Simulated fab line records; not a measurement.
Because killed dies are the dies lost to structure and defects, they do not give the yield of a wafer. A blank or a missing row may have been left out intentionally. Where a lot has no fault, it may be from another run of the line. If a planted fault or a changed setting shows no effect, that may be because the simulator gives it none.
Comparing a struck lot with a sound one || flow sfq line || 43 steps out of a route of 325
Sound: wafers L276.1, L276.5, L276.6. Struck: wafers L273.2, L273.4, L273.5. At the end, the cause is stated.
At each step with rows: each side's tool, then ch and its chambers, then its first start. Under that, the readings that differ: sound wafers || struck wafers || difference of the means || sigmas: that difference in standard deviations of wafers without a fault.
alike: readings with means less than 2 such deviations apart, plus words and numbers identical on both sides. not compared: withheld readings, readings lacking a value on some wafer, bounds such as >300 that could conceal the same value, and numbers that have no deviation in the record and whose values overlap.
Wherever a step has rows on one side only, a row that says differs or no value, or a row with sigmas, the two part there. Numbers that have no deviation but don't overlap get no sigmas and don't part them. A reading missing from all wafers of one side parts the sides only when that side holds two or more wafers.

first, 6 steps without rows for these wafers: SFQ_TRILAYER_M5_LITHO_COAT_128 (resist thk 62 nm); SFQ_TRILAYER_M5_LITHO_COAT_123 (resist thk 600 nm); SFQ_TRILAYER_M5_LITHO_SOFTBAKE_127; SFQ_TRILAYER_M5_LITHO_EXPOSE_124 (exposes mask M5, target cd 700 nm); SFQ_TRILAYER_M5_LITHO_PEB_126 (peb time 60 s); SFQ_TRILAYER_M5_LITHO_DEVELOP_125 (time 60 s).
SFQ_M5_OVL_MEAS_932:
  sound on overlay-02, day 63 22:12; struck on overlay-02, day 63 11:17
{"reading": "M5_OVL (nm)", "sound": "-2 3 -4", "struck": "14 7 13", "difference": "+12", "sigmas": "+2"}
then, 4 steps without rows for these wafers: SFQ_TRILAYER_M5_BARC_OPEN_METAL_ETCH_161 (etches BARC in O2, target depth 125 nm, time 41.7 s); SFQ_TRILAYER_M5_ETCH_METAL_ETCH_126 (etches Nb in Cl2/BCl3, stops on SiO2, time 203.2 s, target depth 265 nm); SFQ_TRILAYER_M5_STRIP_STRIP_127 (strips in O2); SFQ_TRILAYER_M5_STRIP_SOLV_CLEAN_128 (cleans in NMP, time 600 s).
SFQ_TRILAYER_A5B_DEP_PECVD_129: deposits SiO2 from SiH4/N2O, time 133.33 s, target thk 600 nm.
  sound on pecvd-02 ch 0,1,2, day 63 23:26; struck on pecvd-04 ch 0,1, day 63 13:11
  alike: heater power w, throttle valve pct
SFQ_TRILAYER_A5B_CMP_CMP_130: polishes, stops on Nb, target thk 340.7 nm.
  sound on cmp-02 ch 0,1, day 64 15:04; struck on cmp-01 ch 0,3, day 64 05:17
  no value came back on the struck wafers for edge zone pressure frac, head pressure psi (psi), motor current A (A); on the sound wafers edge zone pressure frac reads 1.008 0.999 1.006
{"reading": "model.SiO2_of_TRILAYER_A5B_DEP_PECVD_129.thk nm (nm)", "sound": "334.1 341.3 337.1", "struck": "601.1 607.1 608.3", "difference": "+268.0", "sigmas": ""}
SFQ_TRILAYER_A5B_METRO_MEASURE_131:
  sound on film metro-04, day 64 18:04; struck on film metro-01, day 64 07:59
{"reading": "thk nm (nm)", "sound": "334 341 337", "struck": "601 607 608", "difference": "+268", "sigmas": "+52"}
SFQ_TRILAYER_R5_DEP_SPUTTER_132: material Ti, target thk 5 nm, time 5 s.
  sound on pvd sputter-06, day 64 19:16; struck on pvd sputter-04, day 64 08:59
  alike: throttle valve pct
SFQ_TRILAYER_R5_DEP_SPUTTER_133: material MoNx, target thk 40 nm, time 66.7 s.
  sound on pvd sputter-06, day 64 19:17; struck on pvd sputter-04, day 64 09:01
  alike: throttle valve pct
SFQ_TRILAYER_R5_DEP_SPUTTER_134: material Ti, target thk 5 nm, time 5 s.
  sound on pvd sputter-06, day 64 19:21; struck on pvd sputter-04, day 64 09:04
  alike: throttle valve pct
SFQ_R5_RS_MEAS_933: a four-point-probe measurement.
  sound on film metro-02, day 64 19:22; struck on film metro-03, day 64 09:06
{"reading": "R5_MONX_RS (ohm/sq)", "sound": "7.10 7.11 7.10", "struck": "6.92 6.88 7.03", "difference": -0.16, "sigmas": -2}
SFQ_R5_THK_MEAS_934: measures by xrf.
  sound on film metro-02, day 64 19:29; struck on film metro-03, day 64 09:13
  alike: R5_MONX_THK
then, 6 steps without rows for these wafers: SFQ_TRILAYER_R5_LITHO_COAT_141 (resist thk 62 nm); SFQ_TRILAYER_R5_LITHO_COAT_136 (resist thk 600 nm); SFQ_TRILAYER_R5_LITHO_SOFTBAKE_140; SFQ_TRILAYER_R5_LITHO_EXPOSE_137 (exposes mask R5, target cd 500 nm); SFQ_TRILAYER_R5_LITHO_PEB_139 (peb time 60 s); SFQ_TRILAYER_R5_LITHO_DEVELOP_138 (time 60 s).
SFQ_R5_OVL_MEAS_935:
  sound on overlay-02, day 64 21:55; struck on overlay-01, day 64 11:31
  alike: R5_OVL
then, 4 steps without rows for these wafers: SFQ_TRILAYER_R5_BARC_OPEN_METAL_ETCH_177 (etches BARC in O2, target depth 125 nm, time 41.7 s); SFQ_TRILAYER_R5_ETCH_METAL_ETCH_139 (etches the open film in Cl2, stops on SiO2, target depth 60 nm, time 40 s); SFQ_TRILAYER_R5_STRIP_STRIP_140 (strips in O2); SFQ_TRILAYER_R5_STRIP_SOLV_CLEAN_141 (cleans in NMP, time 600 s).
SFQ_TRILAYER_A5C_DEP_PECVD_142: deposits SiO2 from SiH4/N2O, time 15.556 s, target thk 70 nm.
  sound on pecvd-01 ch 0,2, day 64 22:51; struck on pecvd-01 ch 1,2, day 64 12:37
  alike: heater power w, throttle valve pct
then, 6 steps without rows for these wafers: SFQ_TRILAYER_I5_LITHO_COAT_149 (resist thk 62 nm); SFQ_TRILAYER_I5_LITHO_COAT_144 (resist thk 650 nm); SFQ_TRILAYER_I5_LITHO_SOFTBAKE_148; SFQ_TRILAYER_I5_LITHO_EXPOSE_145 (exposes mask I5, target cd 700 nm); SFQ_TRILAYER_I5_LITHO_PEB_147 (peb time 60 s); SFQ_TRILAYER_I5_LITHO_DEVELOP_146 (time 60 s).
SFQ_I5_OVL_MEAS_936:
  sound on overlay-01, day 65 02:00; struck on overlay-01, day 64 14:54
  alike: I5_OVL
then, 4 steps without rows for these wafers: SFQ_TRILAYER_I5_BARC_OPEN_VIA_ETCH_200 (etches BARC in O2, target depth 125 nm, time 41.7 s); SFQ_TRILAYER_I5_ETCH_VIA_ETCH_147 (etches the open film in CHF3, stops on Nb, target depth 360 nm); SFQ_TRILAYER_I5_STRIP_STRIP_148 (strips in O2); SFQ_TRILAYER_I5_STRIP_SOLV_CLEAN_149 (cleans in NMP, time 600 s).
-- the record jumps here: 19 days lie between the struck wafers' starts before and after --
SFQ_M8_BOW_MEAS_951:
  sound on film metro-02, day 83 20:10; struck on film metro-03, day 83 10:49
{"reading": "model.etest.i5.link ohm", "sound": "2.31 2.298 2.305", "struck": "2.416 2.42 2.414", "difference": "+0.112", "sigmas": ""}
  alike: M8_BOW

WHERE THEY PART
First at SFQ_M5_OVL_MEAS_932; last, within this record, at SFQ_R5_RS_MEAS_933. Later steps at which nothing parts them and some readings are alike: SFQ_R5_THK_MEAS_934, SFQ_R5_OVL_MEAS_935, SFQ_TRILAYER_A5C_DEP_PECVD_142, SFQ_I5_OVL_MEAS_936, SFQ_M8_BOW_MEAS_951.

WHY: the cause the simulator had injected
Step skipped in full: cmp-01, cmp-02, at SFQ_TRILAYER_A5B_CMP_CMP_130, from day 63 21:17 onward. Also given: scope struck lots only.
